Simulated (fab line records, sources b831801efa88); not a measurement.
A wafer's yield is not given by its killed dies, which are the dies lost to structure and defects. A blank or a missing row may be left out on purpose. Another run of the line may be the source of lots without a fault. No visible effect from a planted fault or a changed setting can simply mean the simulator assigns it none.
fab line records    flow gf180mcu
record: lots: 24  wafers: 72  last-day: 34
route steps=602 shown MIM@505 M5@534 V5@554 TOP_METAL@573 PASSIVATION@587
lots with no fault: from the same line, run without faults
start-h: hours from the record's opening day to when the first of the lot's shown wafers began    wait-h: hours since the lot's step before    " as in the row above    L1.1+2: a single row standing in for several wafers    - value missing, or start not given    * or withheld: withheld    < > ~ a bound
route shown NAME@n: a module of which the file shows steps, and the number in the route of the first    usual: the fault-free wafers' mean and standard deviation    same: alike in all rows    chamber/n: place in a boat    sites: each site's reading    _std_site: the standard deviation of these    _edge_site: outer sites' mean less inner sites'    radius-mm: for every site, how far away it sits from the centre of the wafer    mask NAME#n: copy n    behind: tool/chamber where the wafer was last shaped    hold: what put the lot on hold/how long, in hours/how the hold closed    device: whichever transistor did not switch (one of n, p or np)    end of line: the route-end tests of the same wafers    for a step that has no rows: nothing shown but its recipe    killed: dies lost to structure and defects at the first sort, not the wafer's yield    map: the dies of a wafer, with x for killed, . for not killed, _ for no die there
set.NAME: the setting the step ran with; set.NAME@STEP: the setting that earlier step ran with    model.NAME: the simulator's own value behind a step, which no gauge read
route steps across a sampled set of lots; one table per step, one row per wafer
services: when a tool's chamber went out of use (start-h, in hours from the record's first day, below 0 if earlier), for how many hours, and the reason
== steps ==
step: GF_MIM_SPUTTER_02
recipe: material: AlCu  target-thk-nm: 450  power-w: 10600  time-s: 23.9  chamber-pressure-pa: 0.4
usual: throttle-valve-pct: 29.9/1
lot.wafer  tool            chamber  start-h  wait-h  throttle-valve-pct
L074.1     pvd-sputter-03  -        562.64   0.0     31.1
L074.3     "               -        "        "       28.7
L074.5     "               -        "        "       31.3
L075.2     pvd-sputter-02  -        570.46   0.0     30.4
L075.4     "               -        "        "       29.5
L075.5     "               -        "        "       29.7
L076.3     pvd-sputter-01  -        581.65   0.0     30.6
L076.5     "               -        "        "       27.5
L076.6     "               -        "        "       28.5
L077.1     pvd-sputter-02  -        584.13   0.0     30.1
L077.3     "               -        "        "       30.7
L077.5     "               -        "        "       30.4
L078.2     pvd-sputter-03  -        600.33   0.0     28.3
L078.3     "               -        "        "       30.8
L078.6     "               -        "        "       31.1
L079.3     pvd-sputter-02  -        605.77   0.0     29.8
L079.5     "               -        "        "       30.5
L079.6     "               -        "        "       29.9
L080.2     pvd-sputter-02  -        614.49   0.0     30.8
L080.4     "               -        "        "       30.5
L080.5     "               -        "        "       30.4
L081.1     pvd-sputter-01  -        618.38   0.0     30.2
L081.2     "               -        "        "       31.2
L081.4     "               -        "        "       27.5
L082.2     pvd-sputter-01  -        628.13   0.0     31.3
L082.5     "               -        "        "       27.3
L082.6     "               -        "        "       30.5
L083.3     pvd-sputter-03  -        636.92   0.0     28.9
L083.4     "               -        "        "       31.0
L083.6     "               -        "        "       30.9
L084.2     pvd-sputter-02  -        645.17   0.0     30.3
L084.5     "               -        "        "       29.8
L084.6     "               -        "        "       30.5
L085.2     pvd-sputter-03  -        653.39   0.0     30.9
L085.3     "               -        "        "       28.9
L085.6     "               -        "        "       29.1
L086.1     pvd-sputter-02  -        661.63   0.0     30.5
L086.2     "               -        "        "       29.8
L086.5     "               -        "        "       29.8
L087.1     pvd-sputter-03  -        667.11   0.0     29.0
L087.4     "               -        "        "       31.3
L087.5     "               -        "        "       29.0
L088.1     pvd-sputter-01  -        672.37   0.0     28.7
L088.4     "               -        "        "       27.5
L088.5     "               -        "        "       29.1
L089.1     pvd-sputter-02  -        681.87   0.0     30.3
L089.2     "               -        "        "       30.0
L089.5     "               -        "        "       30.1
L090.2     pvd-sputter-02  -        687.99   0.0     29.9
L090.3     "               -        "        "       30.3
L090.6     "               -        "        "       30.3
L091.2     pvd-sputter-02  -        690.90   0.0     29.6
L091.4     "               -        "        "       30.0
L091.5     "               -        "        "       30.1
L092.1     pvd-sputter-01  -        697.88   0.0     31.2
L092.2     "               -        "        "       27.5
L092.3     "               -        "        "       28.7
L093.1     pvd-sputter-02  -        702.94   0.0     30.6
L093.3     "               -        "        "       30.1
L093.6     "               -        "        "       30.5
L094.2     pvd-sputter-01  -        711.03   0.0     28.7
L094.4     "               -        "        "       27.3
L094.5     "               -        "        "       30.4
L095.2     pvd-sputter-02  -        715.41   0.0     30.3
L095.3     "               -        "        "       30.0
L095.4     "               -        "        "       30.3
L096.2     pvd-sputter-03  -        722.89   0.0     28.5
L096.3     "               -        "        "       30.9
L096.4     "               -        "        "       31.0
L097.4     pvd-sputter-03  -        727.19   0.0     30.7
L097.5     "               -        "        "       28.2
L097.6     "               -        "        "       30.9
step: GF_M5_OVL_MEAS_08
usual: M5_OVL: -1/5.8
lot.wafer  tool        chamber  start-h  wait-h  M5_OVL[nm]
L074.1     overlay-02  -        605.60   0.1     -2
L074.3     "           -        "        "       -7
L074.5     "           -        "        "       -3
L075.2     overlay-01  -        613.99   0.1     3
L075.4     "           -        "        "       4
L075.5     "           -        "        "       1
L076.3     overlay-02  -        623.70   0.1     7
L076.5     "           -        "        "       4
L076.6     "           -        "        "       6
L077.1     overlay-01  -        625.89   0.1     -4
L077.3     "           -        "        "       1
L077.5     "           -        "        "       -11
L078.2     overlay-02  -        642.33   0.1     -8
L078.3     "           -        "        "       1
L078.6     "           -        "        "       6
L079.3     overlay-01  -        646.65   0.1     -5
L079.5     "           -        "        "       0
L079.6     "           -        "        "       -8
L080.2     overlay-01  -        654.85   0.1     -4
L080.4     "           -        "        "       -9
L080.5     "           -        "        "       -3
L081.1     overlay-02  -        658.19   0.1     7
L081.2     "           -        "        "       7
L081.4     "           -        "        "       4
L082.2     overlay-02  -        667.94   0.1     -2
L082.5     "           -        "        "       7
L082.6     "           -        "        "       4
L083.3     overlay-02  -        675.73   0.1     -6
L083.4     "           -        "        "       -6
L083.6     "           -        "        "       -1
L084.2     overlay-02  -        684.34   0.1     -9
L084.5     "           -        "        "       0
L084.6     "           -        "        "       -1
L085.2     overlay-02  -        691.99   0.1     7
L085.3     "           -        "        "       2
L085.6     "           -        "        "       7
L086.1     overlay-02  -        699.57   0.1     0
L086.2     "           -        "        "       -1
L086.5     "           -        "        "       -7
L087.1     overlay-02  -        705.62   0.1     -3
L087.4     "           -        "        "       4
L087.5     "           -        "        "       4
L088.1     overlay-02  -        711.12   0.1     -4
L088.4     "           -        "        "       -5
L088.5     "           -        "        "       0
L089.1     overlay-02  -        719.78   0.1     -13
L089.2     "           -        "        "       -17
L089.5     "           -        "        "       -15
L090.2     overlay-01  -        725.39   0.1     -8
L090.3     "           -        "        "       -7
L090.6     "           -        "        "       -10
L091.2     overlay-02  -        728.13   0.1     7
L091.4     "           -        "        "       3
L091.5     "           -        "        "       5
L092.1     overlay-02  -        735.40   0.1     -3
L092.2     "           -        "        "       -4
L092.3     "           -        "        "       -4
L093.1     overlay-01  -        738.75   0.1     1
L093.3     "           -        "        "       4
L093.6     "           -        "        "       6
L094.2     overlay-01  -        746.06   0.1     0
L094.4     "           -        "        "       0
L094.5     "           -        "        "       1
L095.2     overlay-01  -        750.14   0.1     1
L095.3     "           -        "        "       0
L095.4     "           -        "        "       -9
L096.2     overlay-01  -        757.78   0.1     3
L096.3     "           -        "        "       1
L096.4     "           -        "        "       -7
L097.4     overlay-01  -        761.82   0.1     -6
L097.5     "           -        "        "       3
L097.6     "           -        "        "       6
step: GF_V5_CD_MEAS_14
recipe: target-cd-nm: 260
usual: cd-nm: 259.9/1.6
lot.wafer  tool       chamber  start-h  wait-h  cd-nm
L074.1     cd-sem-01  -        627.02   0.2     259.0
L074.3     "          -        "        "       259.1
L074.5     "          -        "        "       259.4
L075.2     cd-sem-01  -        635.59   0.1     259.2
L075.4     "          -        "        "       261.4
L075.5     "          -        "        "       259.3
L076.3     cd-sem-01  -        645.62   0.1     260.2
L076.5     "          -        "        "       260.7
L076.6     "          -        "        "       260.3
L077.1     cd-sem-01  -        646.77   0.1     261.3
L077.3     "          -        "        "       261.3
L077.5     "          -        "        "       260.4
L078.2     cd-sem-01  -        662.84   0.1     258.6
L078.3     "          -        "        "       259.1
L078.6     "          -        "        "       258.7
L079.3     cd-sem-01  -        667.51   0.1     256.9
L079.5     "          -        "        "       257.9
L079.6     "          -        "        "       257.9
L080.2     cd-sem-01  -        674.94   0.1     260.7
L080.4     "          -        "        "       259.8
L080.5     "          -        "        "       260.0
L081.1     cd-sem-01  -        678.42   0.1     258.6
L081.2     "          -        "        "       259.2
L081.4     "          -        "        "       261.1
L082.2     cd-sem-01  -        688.40   0.1     261.9
L082.5     "          -        "        "       261.5
L082.6     "          -        "        "       261.2
L083.3     cd-sem-01  -        695.60   0.1     258.3
L083.4     "          -        "        "       260.8
L083.6     "          -        "        "       259.6
L084.2     cd-sem-01  -        704.33   0.1     257.1
L084.5     "          -        "        "       256.0
L084.6     "          -        "        "       257.8
L085.2     cd-sem-02  -        712.18   0.1     260.4
L085.3     "          -        "        "       259.4
L085.6     "          -        "        "       260.7
L086.1     cd-sem-02  -        718.92   0.1     260.4
L086.2     "          -        "        "       261.0
L086.5     "          -        "        "       260.8
L087.1     cd-sem-01  -        724.56   0.1     261.7
L087.4     "          -        "        "       262.1
L087.5     "          -        "        "       261.7
L088.1     cd-sem-01  -        729.38   0.1     260.9
L088.4     "          -        "        "       260.2
L088.5     "          -        "        "       259.9
L089.1     cd-sem-02  -        738.11   0.1     258.7
L089.2     "          -        "        "       258.5
L089.5     "          -        "        "       259.1
L090.2     cd-sem-01  -        744.08   0.1     264.3
L090.3     "          -        "        "       263.7
L090.6     "          -        "        "       263.6
L091.2     cd-sem-02  -        747.39   0.1     260.1
L091.4     "          -        "        "       260.0
L091.5     "          -        "        "       260.0
L092.1     cd-sem-01  -        753.66   0.1     260.6
L092.2     "          -        "        "       260.5
L092.3     "          -        "        "       260.6
L093.1     cd-sem-02  -        756.78   0.1     260.4
L093.3     "          -        "        "       261.8
L093.6     "          -        "        "       260.4
L094.2     cd-sem-02  -        764.44   0.1     259.1
L094.4     "          -        "        "       258.9
L094.5     "          -        "        "       259.3
L095.2     cd-sem-01  -        767.24   0.1     262.2
L095.3     "          -        "        "       261.9
L095.4     "          -        "        "       260.7
L096.2     cd-sem-01  -        774.38   0.1     257.3
L096.3     "          -        "        "       258.0
L096.4     "          -        "        "       257.5
L097.4     cd-sem-01  -        779.02   0.1     259.8
L097.5     "          -        "        "       261.5
L097.6     "          -        "        "       261.7
step: GF_TOP_METAL_THK_MEAS_06
recipe: thk-meas-gauge: xrf  reads: AlCu_of_TOP_METAL_SPUTTER_02
usual: TOP_METAL_ALCU_THK: 906/10
lot.wafer  tool           chamber  start-h  wait-h  TOP_METAL_ALCU_THK[nm]
L074.1     film-metro-01  -        629.26   0.1     913
L074.3     "              -        "        "       923
L074.5     "              -        "        "       918
L075.2     film-metro-03  -        637.46   0.1     911
L075.4     "              -        "        "       900
L075.5     "              -        "        "       915
L076.3     film-metro-03  -        648.06   0.1     923
L076.5     "              -        "        "       913
L076.6     "              -        "        "       915
L077.1     film-metro-04  -        648.94   0.1     915
L077.3     "              -        "        "       904
L077.5     "              -        "        "       910
L078.2     film-metro-04  -        664.71   0.1     919
L078.3     "              -        "        "       917
L078.6     "              -        "        "       909
L079.3     film-metro-04  -        669.38   0.1     909
L079.5     "              -        "        "       905
L079.6     "              -        "        "       911
L080.2     film-metro-03  -        676.81   0.1     913
L080.4     "              -        "        "       909
L080.5     "              -        "        "       916
L081.1     film-metro-04  -        680.39   0.1     898
L081.2     "              -        "        "       882
L081.4     "              -        "        "       899
L082.2     film-metro-04  -        690.61   0.1     904
L082.5     "              -        "        "       904
L082.6     "              -        "        "       901
L083.3     film-metro-04  -        697.57   0.1     901
L083.4     "              -        "        "       905
L083.6     "              -        "        "       905
L084.2     film-metro-04  -        706.20   0.1     898
L084.5     "              -        "        "       909
L084.6     "              -        "        "       898
L085.2     film-metro-04  -        714.05   0.1     902
L085.3     "              -        "        "       916
L085.6     "              -        "        "       918
L086.1     film-metro-03  -        720.80   0.1     894
L086.2     "              -        "        "       885
L086.5     "              -        "        "       898
L087.1     film-metro-01  -        726.52   0.1     897
L087.4     "              -        "        "       889
L087.5     "              -        "        "       898
L088.1     film-metro-04  -        731.67   0.1     919
L088.4     "              -        "        "       923
L088.5     "              -        "        "       911
L089.1     film-metro-03  -        739.99   0.1     914
L089.2     "              -        "        "       906
L089.5     "              -        "        "       911
L090.2     film-metro-01  -        745.95   0.1     913
L090.3     "              -        "        "       901
L090.6     "              -        "        "       930
L091.2     film-metro-04  -        749.27   0.1     911
L091.4     "              -        "        "       896
L091.5     "              -        "        "       895
L092.1     film-metro-04  -        755.54   0.1     914
L092.2     "              -        "        "       911
L092.3     "              -        "        "       907
L093.1     film-metro-01  -        758.66   0.1     887
L093.3     "              -        "        "       892
L093.6     "              -        "        "       888
L094.2     film-metro-04  -        766.54   0.1     899
L094.4     "              -        "        "       902
L094.5     "              -        "        "       897
L095.2     film-metro-04  -        769.11   0.1     903
L095.3     "              -        "        "       891
L095.4     "              -        "        "       893
L096.2     film-metro-04  -        776.31   0.1     887
L096.3     "              -        "        "       894
L096.4     "              -        "        "       893
L097.4     film-metro-03  -        780.93   0.1     923
L097.5     "              -        "        "       918
L097.6     "              -        "        "       906
step: GF_TOP_METAL_CD_MEAS_14
recipe: target-cd-nm: 440
usual: cd-nm: 439.3/2.4
lot.wafer  tool       chamber  start-h  wait-h  cd-nm
L074.1     cd-sem-02  -        649.04   0.2     440.9
L074.3     "          -        "        "       442.8
L074.5     "          -        "        "       439.8
L075.2     cd-sem-01  -        656.54   0.1     438.2
L075.4     "          -        "        "       438.2
L075.5     "          -        "        "       440.5
L076.3     cd-sem-01  -        667.11   0.1     439.8
L076.5     "          -        "        "       439.3
L076.6     "          -        "        "       439.9
L077.1     cd-sem-02  -        668.13   0.1     436.8
L077.3     "          -        "        "       436.4
L077.5     "          -        "        "       437.1
L078.2     cd-sem-02  -        683.70   0.1     438.2
L078.3     "          -        "        "       440.1
L078.6     "          -        "        "       441.3
L079.3     cd-sem-02  -        688.24   0.1     436.5
L079.5     "          -        "        "       438.7
L079.6     "          -        "        "       439.0
L080.2     cd-sem-02  -        695.69   0.2     438.6
L080.4     "          -        "        "       440.8
L080.5     "          -        "        "       440.3
L081.1     cd-sem-01  -        698.58   0.1     438.6
L081.2     "          -        "        "       439.6
L081.4     "          -        "        "       436.9
L082.2     cd-sem-01  -        708.85   0.1     442.9
L082.5     "          -        "        "       444.2
L082.6     "          -        "        "       442.3
L083.3     cd-sem-02  -        716.42   0.1     438.3
L083.4     "          -        "        "       441.2
L083.6     "          -        "        "       442.9
L084.2     cd-sem-01  -        723.91   0.2     436.6
L084.5     "          -        "        "       436.7
L084.6     "          -        "        "       437.4
L085.2     cd-sem-01  -        731.60   0.1     444.8
L085.3     "          -        "        "       443.3
L085.6     "          -        "        "       441.7
L086.1     cd-sem-01  -        737.53   0.1     440.3
L086.2     "          -        "        "       441.2
L086.5     "          -        "        "       438.5
L087.1     cd-sem-02  -        743.93   0.1     439.4
L087.4     "          -        "        "       439.5
L087.5     "          -        "        "       437.8
L088.1     cd-sem-01  -        748.62   0.1     438.1
L088.4     "          -        "        "       439.9
L088.5     "          -        "        "       437.8
L089.1     cd-sem-01  -        755.65   0.1     444.9
L089.2     "          -        "        "       443.6
L089.5     "          -        "        "       442.4
L090.2     cd-sem-01  -        762.24   0.1     437.2
L090.3     "          -        "        "       437.3
L090.6     "          -        "        "       434.9
L091.2     cd-sem-02  -        765.94   0.1     439.5
L091.4     "          -        "        "       438.1
L091.5     "          -        "        "       439.1
L092.1     cd-sem-02  -        771.30   0.1     437.8
L092.2     "          -        "        "       440.7
L092.3     "          -        "        "       438.1
L093.1     cd-sem-02  -        774.13   0.1     438.1
L093.3     "          -        "        "       441.8
L093.6     "          -        "        "       442.2
L094.2     cd-sem-01  -        782.05   0.1     435.7
L094.4     "          -        "        "       436.4
L094.5     "          -        "        "       434.5
L095.2     cd-sem-01  -        784.65   0.2     437.3
L095.3     "          -        "        "       437.0
L095.4     "          -        "        "       437.9
L096.2     cd-sem-01  -        791.42   0.1     437.3
L096.3     "          -        "        "       436.6
L096.4     "          -        "        "       437.9
L097.4     cd-sem-02  -        796.44   0.1     439.1
L097.5     "          -        "        "       440.5
L097.6     "          -        "        "       440.0
step: GF_PASSIVATION_CVD_00
recipe: material: SiO2  target-thk-nm: 1000  precursor: TEOS  temp-c: 400  time-s: 111.95  rf-w: 600
usual: heater-power-w: 626/100
lot.wafer  tool      chamber  start-h  wait-h  heater-power-w
L074.1     pecvd-01  0        649.92   0.0     782
L074.3     "         2        "        "       639
L074.5     "         0        "        "       614
L075.2     pecvd-04  2        657.40   0.0     581
L075.4     "         2        "        "       650
L075.5     "         0        "        "       666
L076.3     pecvd-04  2        667.97   0.0     558
L076.5     "         1        "        "       569
L076.6     "         0        "        "       662
L077.1     pecvd-04  2        669.06   0.0     666
L077.3     "         0        "        "       689
L077.5     "         0        "        "       749
L078.2     pecvd-01  2        684.56   0.0     657
L078.3     "         0        "        "       747
L078.6     "         1        "        "       578
L079.3     pecvd-01  2        689.30   0.0     560
L079.5     "         2        "        "       600
L079.6     "         1        "        "       592
L080.2     pecvd-03  0        696.56   0.0     630
L080.4     "         2        "        "       573
L080.5     "         1        "        "       763
L081.1     pecvd-03  0        700.00   0.0     755
L081.2     "         2        "        "       593
L081.4     "         1        "        "       766
L082.2     pecvd-04  1        709.90   0.0     487
L082.5     "         0        "        "       661
L082.6     "         1        "        "       527
L083.3     pecvd-01  2        717.58   0.0     628
L083.4     "         0        "        "       705
L083.6     "         1        "        "       492
L084.2     pecvd-04  2        724.77   0.0     570
L084.5     "         1        "        "       533
L084.6     "         0        "        "       805
L085.2     pecvd-04  2        732.46   0.0     688
L085.3     "         1        "        "       564
L085.6     "         0        "        "       814
L086.1     pecvd-04  2        738.76   0.0     566
L086.2     "         1        "        "       456
L086.5     "         2        "        "       638
L087.1     pecvd-01  2        745.25   0.0     640
L087.4     "         1        "        "       573
L087.5     "         0        "        "       750
L088.1     pecvd-01  1        749.50   0.0     521
L088.4     "         1        "        "       584
L088.5     "         2        "        "       572
L089.1     pecvd-01  0        756.73   0.0     730
L089.2     "         2        "        "       602
L089.5     "         2        "        "       634
L090.2     pecvd-03  1        763.14   0.0     661
L090.3     "         2        "        "       583
L090.6     "         2        "        "       462
L091.2     pecvd-04  0        766.80   0.0     828
L091.4     "         2        "        "       642
L091.5     "         1        "        "       526
L092.1     pecvd-01  0        772.18   0.0     760
L092.2     "         1        "        "       605
L092.3     "         2        "        "       635
L093.1     pecvd-04  1        775.01   0.0     556
L093.3     "         2        "        "       671
L093.6     "         1        "        "       451
L094.2     pecvd-01  0        782.92   0.0     651
L094.4     "         1        "        "       598
L094.5     "         2        "        "       515
L095.2     pecvd-04  0        785.55   0.0     792
L095.3     "         2        "        "       618
L095.4     "         2        "        "       687
L096.2     pecvd-04  0        792.32   0.0     827
L096.3     "         1        "        "       565
L096.4     "         1        "        "       447
L097.4     pecvd-01  0        797.37   0.0     730
L097.5     "         1        "        "       502
L097.6     "         2        "        "       593
== services ==
tool            chamber  start-h  hours  kind
pvd-sputter-03  -        541.15   1.8    repair
pecvd-03        -        571.25   14.6   pm
pecvd-01        -        591.12   14.0   pm
pvd-sputter-01  -        606.81   4.5    repair
pvd-sputter-02  3        610.98   -      consumable-replace:kit
pvd-sputter-02  3        610.98   18.0   scheduled-down
pvd-sputter-02  3        610.98   18.0   vent-cycle
pecvd-01        0        622.70   6.5    repair
pvd-sputter-02  -        626.89   1.2    repair
pvd-sputter-01  -        631.56   5.4    repair
pvd-sputter-03  -        656.19   1.0    repair
pecvd-03        -        681.09   2.8    pm
pecvd-03        -        690.47   1.4    repair
pecvd-01        -        696.11   0.7    repair
pecvd-01        1        699.50   12.6   repair
pecvd-03        0        706.19   4.8    repair
pvd-sputter-02  2        710.37   -      consumable-replace:kit
pvd-sputter-02  2        710.37   18.0   scheduled-down
pvd-sputter-02  2        710.37   18.0   vent-cycle
pvd-sputter-03  -        735.65   5.4    repair
pecvd-01        0        746.87   6.4    repair
pecvd-03        -        760.82   0.5    repair
pvd-sputter-02  -        784.22   5.0    repair
pecvd-03        -        784.88   0.9    repair
== key ==
fault none
